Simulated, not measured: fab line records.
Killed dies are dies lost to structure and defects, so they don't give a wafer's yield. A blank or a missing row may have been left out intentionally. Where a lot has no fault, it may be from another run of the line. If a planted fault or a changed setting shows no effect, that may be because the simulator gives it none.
fab line records ; flow sky130
record lots=13; wafers=39; lastDay=49
route steps=708 shown VT_ADJUST_LVTN@106 VIA4@650 METAL5@667 PASSIVATION@693 PAD_OPEN@708
lots with no fault: from the same line, run without faults
startH: the number of hours between the record's first day and the start of the first shown wafer of the lot ; waitH: how many hours have passed since the lot's step before this one ; " same as the row above ; L1.1+2: a row that stands for several wafers ; - value missing, or start not given ; * or withheld: withheld ; < > ~ a bound
route shown NAME@n: a module of which the file shows steps, and the number in the route of the first ; usual: average and standard deviation across the fault-free wafers ; same: alike in all rows ; chamber/n: place in a boat ; sites: readings site by site ; _std_site: standard deviation of those values ; _edge_site: inner sites' mean taken away from outer sites' mean ; radiusMm: for every site, how far away it sits from the centre of the wafer ; mask NAME#n: copy n ; behind: the most recent tool/chamber to have shaped the wafer ; hold: what put the lot on hold/how long, in hours/how the hold closed ; device: names the non-switching transistor (n, p or np) ; end of line: the route-end tests of the same wafers ; where a step has no rows: the recipe by itself ; killed: dies that structure and defects cost at the first sort, which is not the same as the wafer's yield ; map: shows each die of a wafer: x if killed, . if not, _ if none is there
set.NAME: the run value of the setting; set.NAME@STEP: its run value at that earlier step ; model.NAME: the simulator's own value behind a step, which no gauge read
the route's steps for a sample of lots (tables are steps, rows are wafers)
services: a tool's chamber out of use, with start hour (startH, from the record's first day; less than 0 if before it), hours out, and reason
## steps
# step SKY_VT_ADJUST_LVTN_STRIP_09
# recipe chemistry=O2/N2; powerW=1400; pressureMtorr=1500; platenTempC=withheld; o2FlowSccm=3000; n2FlowSccm=300; overashFraction=0.5
# usual drypumpMotorCurrentA=6.2/0.39; oesProductAu=0.723/0.0044; stripTimeToEndpointS=36.90/0.086
lot.wafer;tool;chamber;startH;waitH;drypumpMotorCurrentA;oesProductAu;rfHoursCounterH;stripTimeToEndpointS
L181.1;plasmaAsher-02;0;143.65;0.1;6.3;0.727;34;36.96
L181.5;plasmaAsher-02;1;143.65;0.1;6.2;0.722;-;36.96
L181.6;plasmaAsher-02;0;143.65;0.1;6.3;0.724;-;36.85
L182.3;plasmaAsher-01;0;149.98;0.1;5.4;0.720;-;36.88
L182.4;plasmaAsher-01;1;149.98;0.1;6.3;0.725;-;36.85
L182.5;plasmaAsher-01;0;149.98;0.1;5.4;0.715;-;36.91
L183.2;plasmaAsher-03;1;154.08;0.1;6.8;0.726;46;36.98
L183.5;plasmaAsher-03;0;154.08;0.1;5.7;0.726;-;37.08
L183.6;plasmaAsher-03;1;154.08;0.1;6.8;0.729;-;36.99
L184.1;plasmaAsher-03;1;162.14;0.1;6.8;0.731;47;36.75
L184.2;plasmaAsher-03;0;162.14;0.1;5.7;0.724;47;36.75
L184.4;plasmaAsher-03;0;162.14;0.1;5.7;0.726;-;36.75
L185.1;plasmaAsher-03;1;168.79;0.1;6.8;0.728;48;36.89
L185.2;plasmaAsher-03;0;168.79;0.1;5.8;0.731;48;36.97
L185.4;plasmaAsher-03;1;168.79;0.1;6.8;0.727;-;36.98
L186.1;plasmaAsher-01;0;173.83;0.1;5.4;0.724;49;36.94
L186.4;plasmaAsher-01;1;173.83;0.1;6.2;0.729;-;37.03
L186.5;plasmaAsher-01;0;173.83;0.1;5.5;0.721;-;36.87
L188.2;plasmaAsher-02;0;185.88;0.1;6.3;0.727;38;37.04
L188.3;plasmaAsher-02;1;185.88;0.1;6.2;0.720;-;36.98
L188.5;plasmaAsher-02;1;185.88;0.1;6.2;0.723;-;36.88
L189.1;plasmaAsher-02;0;192.43;0.1;6.3;0.720;39;36.82
L189.2;plasmaAsher-02;1;192.43;0.1;6.2;0.729;39;36.85
L189.4;plasmaAsher-02;0;192.43;0.1;6.3;0.726;-;36.70
L190.1;plasmaAsher-03;0;204.40;0.1;5.8;0.725;51;36.94
L190.4;plasmaAsher-03;0;204.40;0.1;5.8;0.723;-;37.01
L190.6;plasmaAsher-03;0;204.40;0.1;5.8;0.714;-;36.82
L191.4;plasmaAsher-02;0;204.78;0.1;6.3;0.726;-;36.84
L191.5;plasmaAsher-02;1;204.78;0.1;6.2;0.715;-;36.84
L191.6;plasmaAsher-02;0;204.78;0.1;6.3;0.725;-;36.93
L192.1;plasmaAsher-03;0;211.70;0.1;5.7;0.724;52;37.02
L192.2;plasmaAsher-03;1;211.70;0.1;6.8;0.724;52;37.09
L192.6;plasmaAsher-03;1;211.70;0.1;6.8;0.718;-;37.04
L199.3;plasmaAsher-02;0;261.42;0.1;6.3;0.733;-;36.87
L199.5;plasmaAsher-02;0;261.42;0.1;6.2;0.718;-;36.85
L199.6;plasmaAsher-02;1;261.42;0.1;6.2;0.725;-;36.90
L200.1;plasmaAsher-02;1;264.55;0.1;6.2;0.725;46;36.98
L200.3;plasmaAsher-02;0;264.55;0.1;6.3;0.721;-;36.90
L200.4;plasmaAsher-02;1;264.55;0.1;6.2;0.716;-;36.94
# step SKY_VIA4_OVL_MEAS_11
# usual VIA4_OVL=0.0/1.6
lot.wafer;tool;chamber;startH;waitH;VIA4_OVL[nm]
L181.1;overlay-02;-;1006.85;0.1;1.2
L181.5;overlay-02;-;1006.85;0.1;1.4
L181.6;overlay-02;-;1006.85;0.1;0.3
L182.3;overlay-01;-;1011.59;0.1;-3.7
L182.4;overlay-01;-;1011.59;0.1;-2.3
L182.5;overlay-01;-;1011.59;0.1;-4.0
L183.2;overlay-01;-;1019.90;0.1;0.9
L183.5;overlay-01;-;1019.90;0.1;-0.3
L183.6;overlay-01;-;1019.90;0.1;-0.4
L184.1;overlay-01;-;1024.05;0.1;1.6
L184.2;overlay-01;-;1024.05;0.1;2.1
L184.4;overlay-01;-;1024.05;0.1;2.1
L185.1;overlay-01;-;1033.58;0.1;-1.4
L185.2;overlay-01;-;1033.58;0.1;-1.1
L185.4;overlay-01;-;1033.58;0.1;-2.3
L186.1;overlay-01;-;1038.30;0.1;-0.7
L186.4;overlay-01;-;1038.30;0.1;0.8
L186.5;overlay-01;-;1038.30;0.1;-1.2
L188.2;overlay-01;-;1052.65;0.1;-2.0
L188.3;overlay-01;-;1052.65;0.1;-2.1
L188.5;overlay-01;-;1052.65;0.1;-2.6
L189.1;overlay-02;-;1061.18;0.1;0.8
L189.2;overlay-02;-;1061.18;0.1;-0.4
L189.4;overlay-02;-;1061.18;0.1;0.2
L190.1;overlay-02;-;1072.80;0.1;0.5
L190.4;overlay-02;-;1072.80;0.1;2.3
L190.6;overlay-02;-;1072.80;0.1;-0.2
L191.4;overlay-01;-;1073.92;0.1;-0.3
L191.5;overlay-01;-;1073.92;0.1;0.5
L191.6;overlay-01;-;1073.92;0.1;1.8
L192.1;overlay-01;-;1079.15;0.1;-0.5
L192.2;overlay-01;-;1079.15;0.1;-2.6
L192.6;overlay-01;-;1079.15;0.1;0.7
L199.3;overlay-01;-;1119.34;0.1;3.9
L199.5;overlay-01;-;1119.34;0.1;2.1
L199.6;overlay-01;-;1119.34;0.1;1.3
L200.1;overlay-01;-;1121.35;0.1;-2.8
L200.3;overlay-01;-;1121.35;0.1;-1.7
L200.4;overlay-01;-;1121.35;0.1;-2.8
# step SKY_METAL5_THK_MEAS_06
# recipe thkMeasGauge=xrf; reads=AlCu_of_METAL5_SPUTTER_02
# usual METAL5_ALCU_THK=1139/13
lot.wafer;tool;chamber;startH;waitH;METAL5_ALCU_THK[nm]
L181.1;filmMetro-01;-;1008.53;0.1;1151
L181.5;filmMetro-01;-;1008.53;0.1;1137
L181.6;filmMetro-01;-;1008.53;0.1;1164
L182.3;filmMetro-01;-;1013.36;0.1;1141
L182.4;filmMetro-01;-;1013.36;0.1;1133
L182.5;filmMetro-01;-;1013.36;0.1;1146
L183.2;filmMetro-03;-;1021.62;0.1;1148
L183.5;filmMetro-03;-;1021.62;0.1;1144
L183.6;filmMetro-03;-;1021.62;0.1;1147
L184.1;filmMetro-02;-;1025.77;0.1;1111
L184.2;filmMetro-02;-;1025.77;0.1;1113
L184.4;filmMetro-02;-;1025.77;0.1;1111
L185.1;filmMetro-03;-;1035.27;0.1;1164
L185.2;filmMetro-03;-;1035.27;0.1;1153
L185.4;filmMetro-03;-;1035.27;0.1;1143
L186.1;filmMetro-01;-;1040.04;0.1;1134
L186.4;filmMetro-01;-;1040.04;0.1;1135
L186.5;filmMetro-01;-;1040.04;0.1;1137
L188.2;filmMetro-01;-;1054.34;0.1;1144
L188.3;filmMetro-01;-;1054.34;0.1;1143
L188.5;filmMetro-01;-;1054.34;0.1;1137
L189.1;filmMetro-03;-;1062.87;0.1;1139
L189.2;filmMetro-03;-;1062.87;0.1;1143
L189.4;filmMetro-03;-;1062.87;0.1;1134
L190.1;filmMetro-03;-;1074.53;0.1;1142
L190.4;filmMetro-03;-;1074.53;0.1;1139
L190.6;filmMetro-03;-;1074.53;0.1;1137
L191.4;filmMetro-03;-;1075.63;0.1;1154
L191.5;filmMetro-03;-;1075.63;0.1;1145
L191.6;filmMetro-03;-;1075.63;0.1;1146
L192.1;filmMetro-01;-;1081.06;0.1;1151
L192.2;filmMetro-01;-;1081.06;0.1;1151
L192.6;filmMetro-01;-;1081.06;0.1;1148
L199.3;filmMetro-01;-;1121.04;0.1;1155
L199.5;filmMetro-01;-;1121.04;0.1;1152
L199.6;filmMetro-01;-;1121.04;0.1;1133
L200.1;filmMetro-02;-;1123.03;0.1;1121
L200.3;filmMetro-02;-;1123.03;0.1;1112
L200.4;filmMetro-02;-;1123.03;0.1;1110
# step SKY_PASSIVATION_STRIP_12
# recipe chemistry=O2/N2; powerW=1400; pressureMtorr=1500; platenTempC=withheld; overashFraction=0.7; o2FlowSccm=3000; n2FlowSccm=300
# usual drypumpMotorCurrentA=5.7/0.51; oesProductAu=0.661/0.0046; stripTimeToEndpointS=31.69/0.14
lot.wafer;tool;chamber;startH;waitH;drypumpMotorCurrentA;oesProductAu;rfHoursCounterH;stripTimeToEndpointS
L181.1;plasmaAsher-02;1;1053.92;0.1;6.2;0.652;122;31.75
L181.5;plasmaAsher-02;0;1053.92;0.1;6.3;0.656;-;31.84
L181.6;plasmaAsher-02;1;1053.92;0.1;6.2;0.657;-;31.66
L182.3;plasmaAsher-01;1;1058.69;0.1;6.2;0.660;-;31.45
L182.4;plasmaAsher-01;0;1058.69;0.1;5.5;0.660;-;31.82
L182.5;plasmaAsher-01;1;1058.69;0.1;6.2;0.666;-;31.57
L183.2;plasmaAsher-04;1;1068.40;0.1;5.4;0.660;97;31.40
L183.5;plasmaAsher-04;1;1068.40;0.1;5.4;0.667;-;31.64
L183.6;plasmaAsher-04;0;1068.40;0.1;5.0;0.661;-;31.43
L184.1;plasmaAsher-02;1;1070.37;0.1;6.1;0.659;1;31.75
L184.2;plasmaAsher-02;0;1070.37;0.1;6.3;0.657;1;31.70
L184.4;plasmaAsher-02;1;1070.37;0.1;6.2;0.670;-;31.73
L185.1;plasmaAsher-01;1;1079.60;0.1;6.2;0.659;34;31.92
L185.2;plasmaAsher-01;0;1079.60;0.1;5.4;0.658;34;31.84
L185.4;plasmaAsher-01;1;1079.60;0.1;6.2;0.653;-;31.61
L186.1;plasmaAsher-01;1;1084.47;0.1;6.3;0.666;35;31.67
L186.4;plasmaAsher-01;1;1084.47;0.1;6.2;0.667;-;31.86
L186.5;plasmaAsher-01;1;1084.47;0.1;6.3;0.668;-;31.65
L188.2;plasmaAsher-04;1;1096.65;0.1;5.4;0.656;100;31.45
L188.3;plasmaAsher-04;0;1096.65;0.1;5.0;0.659;-;31.13
L188.5;plasmaAsher-04;0;1096.65;0.1;5.0;0.655;-;31.33
L189.1;plasmaAsher-04;1;1104.21;0.1;5.4;0.661;100;31.88
L189.2;plasmaAsher-04;0;1104.21;0.1;5.0;0.664;100;31.84
L189.4;plasmaAsher-04;0;1104.21;0.1;5.0;0.669;-;31.91
L190.1;plasmaAsher-04;0;1116.17;0.1;5.0;0.667;102;31.57
L190.4;plasmaAsher-04;1;1116.17;0.1;5.4;0.663;-;31.53
L190.6;plasmaAsher-04;1;1116.17;0.1;5.4;0.659;-;31.66
L191.4;plasmaAsher-02;0;1117.69;0.1;6.3;0.662;-;31.74
L191.5;plasmaAsher-02;0;1117.69;0.1;6.3;0.661;-;31.79
L191.6;plasmaAsher-02;1;1117.69;0.1;6.2;0.663;-;31.70
L192.1;plasmaAsher-02;0;1121.07;0.1;6.3;0.675;5;31.63
L192.2;plasmaAsher-02;1;1121.07;0.1;6.2;0.663;5;31.63
L192.6;plasmaAsher-02;0;1121.07;0.1;6.3;0.663;-;31.56
L199.3;plasmaAsher-01;0;1159.74;0.1;5.5;0.659;-;31.91
L199.5;plasmaAsher-01;1;1159.74;0.1;6.3;0.666;-;31.91
L199.6;plasmaAsher-01;0;1159.74;0.1;5.4;0.662;-;31.92
L200.1;plasmaAsher-02;1;1160.21;0.1;6.2;0.663;9;31.82
L200.3;plasmaAsher-02;1;1160.21;0.1;6.2;0.660;-;31.71
L200.4;plasmaAsher-02;0;1160.21;0.1;6.3;0.657;-;31.87
# step SKY_PAD_OPEN_PROBE_99
# usual killed_at_M0_to_M3=44/7.4; killed_at_M4_up=3.2/1.8; killedAtContacts=25/5.2; killedAtFrontEnd=15/4.5; killedAtOther=0.2/0.43; killedDies=87/9.6; killedOpen=48/7.6; killedShort=40/5.7
# same grossDies=492; killedAtBackSide=0
lot.wafer;tool;chamber;startH;waitH;killed_at_M0_to_M3;killed_at_M4_up;killedAtContacts;killedAtFrontEnd;killedAtOther;killedDies;killedOpen;killedShort
L191.4;prober-01;-;1139.68;0.2;64;3;27;14;0;108;66;42
L191.5;prober-01;-;1139.73;0.2;35;3;30;12;0;80;38;42
L191.6;prober-01;-;1139.78;0.2;43;2;31;10;0;86;44;42
L192.1;prober-02;-;1142.52;0.1;40;2;31;11;1;85;52;33
L192.2;prober-02;-;1142.57;0.1;56;1;29;15;0;101;57;44
L192.6;prober-02;-;1142.77;0.2;53;6;21;16;1;97;49;48
L199.3;prober-01;-;1179.45;0.2;42;4;23;59;1;129;47;39
L199.5;prober-01;-;1179.55;0.2;44;3;21;69;0;137;51;37
L199.6;prober-01;-;1179.60;0.2;39;7;22;60;1;129;45;38
L200.1;prober-02;-;1180.51;0.1;34;3;25;58;0;120;44;29
L200.3;prober-02;-;1180.61;0.2;39;1;17;61;0;118;37;34
L200.4;prober-02;-;1180.66;0.2;49;2;25;52;0;128;46;36
# killed by level:class
L191.4 VIA1:geometricParticle:open=19 CONTACT:geometricParticle:open=10 VIA2:geometricParticle:open=9 FIELD_ISO:geometricParticle:open=6 VIA1:geometricParticle:short=6 VIA2:geometricParticle:short=6 METAL2:geometricParticle:short=6 LI_CONTACT:geometricParticle:open=5
L191.5 CONTACT:geometricParticle:open=10 VIA1:geometricParticle:open=9 LI_CONTACT:geometricParticle:open=7 METAL1:geometricParticle:short=7 LOCAL_INTERCONNECT:geometricParticle:short=6 METAL2:geometricParticle:short=6 CONTACT:geometricParticle:short=5 FIELD_ISO:geometricParticle:open=4
L191.6 VIA1:geometricParticle:open=15 CONTACT:geometricParticle:open=10 METAL2:geometricParticle:short=8 LOCAL_INTERCONNECT:geometricParticle:short=7 CONTACT:geometricParticle:short=7 VIA3:geometricParticle:short=6 VIA2:geometricParticle:open=4 VIA3:geometricParticle:open=4
L192.1 CONTACT:geometricParticle:open=13 VIA1:geometricParticle:open=10 VIA2:geometricParticle:open=8 LI_CONTACT:geometricParticle:open=7 CONTACT:geometricParticle:short=6 VIA3:geometricParticle:open=6 LOCAL_INTERCONNECT:geometricParticle:short=5 METAL2:geometricParticle:short=5
L192.2 VIA1:geometricParticle:open=9 CONTACT:geometricParticle:open=9 VIA3:geometricParticle:open=9 FIELD_ISO:geometricParticle:open=8 VIA1:geometricParticle:short=7 LI_CONTACT:geometricParticle:open=6 METAL1:geometricParticle:short=6 VIA2:geometricParticle:open=6
L192.6 VIA1:geometricParticle:open=9 METAL1:geometricParticle:short=9 CONTACT:geometricParticle:open=8 VIA1:geometricParticle:short=6 VIA2:geometricParticle:short=6 LI_CONTACT:geometricParticle:open=5 VIA2:geometricParticle:open=5 FIELD_ISO:geometricParticle:open=4
L199.3 VT_ADJUST_LVTN:unspecified=43 LI_CONTACT:geometricParticle:open=8 METAL2:geometricParticle:short=8 CONTACT:geometricParticle:open=7 VIA1:geometricParticle:open=7 VIA2:geometricParticle:open=7 POLY_GATE:geometricParticle:short=6 POLY_GATE:geometricParticle:open=5
L199.5 VT_ADJUST_LVTN:unspecified=49 POLY_GATE:geometricParticle:open=9 VIA1:geometricParticle:open=9 LI_CONTACT:geometricParticle:open=6 CONTACT:geometricParticle:open=6 VIA3:geometricParticle:open=6 VIA1:geometricParticle:short=6 VIA2:geometricParticle:open=6
L199.6 VT_ADJUST_LVTN:unspecified=46 VIA1:geometricParticle:open=11 CONTACT:geometricParticle:open=7 VIA1:geometricParticle:short=7 LI_CONTACT:geometricParticle:open=6 METAL2:geometricParticle:short=6 METAL1:geometricParticle:short=5 POLY_GATE:geometricParticle:open=5
L200.1 VT_ADJUST_LVTN:unspecified=47 CONTACT:geometricParticle:open=10 VIA1:geometricParticle:open=9 VIA2:geometricParticle:open=8 VIA3:geometricParticle:open=6 CONTACT:geometricParticle:short=6 POLY_GATE:geometricParticle:short=3 LI_CONTACT:geometricParticle:open=3
L200.3 VT_ADJUST_LVTN:unspecified=47 VIA1:geometricParticle:open=9 VIA2:geometricParticle:open=7 POLY_GATE:geometricParticle:short=5 LI_CONTACT:geometricParticle:open=5 CONTACT:geometricParticle:open=5 METAL1:geometricParticle:short=5 VIA3:geometricParticle:open=5
L200.4 VT_ADJUST_LVTN:unspecified=46 VIA2:geometricParticle:open=9 VIA1:geometricParticle:open=9 VIA3:geometricParticle:open=9 LI_CONTACT:geometricParticle:open=6 CONTACT:geometricParticle:short=6 METAL1:geometricParticle:short=6 CONTACT:geometricParticle:open=5
## services
tool;chamber;startH;hours;kind
plasmaAsher-01;-;169.70;1.8;repair
plasmaAsher-03;-;226.55;4.0;repair
plasmaAsher-03;-;245.89;2.5;repair
plasmaAsher-01;-;261.90;2.4;repair
plasmaAsher-03;-;269.32;1.4;repair
plasmaAsher-02;-;272.30;10.8;repair
plasmaAsher-03;-;314.18;2.8;pm
plasmaAsher-02;-;378.95;1.7;repair
plasmaAsher-03;-;386.08;3.9;repair
plasmaAsher-01;-;414.34;14.6;pm
plasmaAsher-02;-;439.47;21.2;repair
plasmaAsher-01;-;453.33;28.1;pm
plasmaAsher-01;-;578.55;27.1;pm
plasmaAsher-02;-;675.19;1.7;repair
plasmaAsher-01;-;733.75;9.0;pm
plasmaAsher-01;-;769.37;1.4;repair
plasmaAsher-01;-;822.76;0.4;repair
plasmaAsher-02;-;994.68;3.6;repair
plasmaAsher-01;-;1000.92;0.3;repair
plasmaAsher-01;-;1016.57;0.9;repair
plasmaAsher-02;-;1022.15;14.6;pm
plasmaAsher-02;-;1055.25;9.0;pm
plasmaAsher-01;-;1141.09;2.8;pm
plasmaAsher-02;-;1149.05;2.8;pm
## key
firstSign step=SKY_PAD_OPEN_PROBE_99; reading=killedAtFrontEnd; direction=up; sigmas=9.9; usual=15; struck=60
effect step=SKY_PAD_OPEN_PROBE_99; reading=killedDies; direction=up; sigmas=4.1; usual=87; struck=127
metAt SKY_VT_ADJUST_LVTN_STRIP_09
struckLots L199,L200
testerLeftOut L199,L200
notActingAt SKY_VIA4_OVL_MEAS_11,SKY_METAL5_THK_MEAS_06,SKY_PASSIVATION_STRIP_12
onsetBetween 204.78 261.42
alsoFits time
fault kind=chamberParticleSource; tool=plasmaAsher-02; chamber=-; onsetH=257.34; steps=SKY_VT_ADJUST_LVTN_STRIP_09; ratePerVisitCm2=0.72849; endH=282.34
# testerLeftOut: of these lots the tester's yield and bins aren't shown, on N5 and GAA mostly nor the transistor test; their killed dies are dies lost to structure and defects alone, not to doping, threshold or leakage, so they don't give the yield
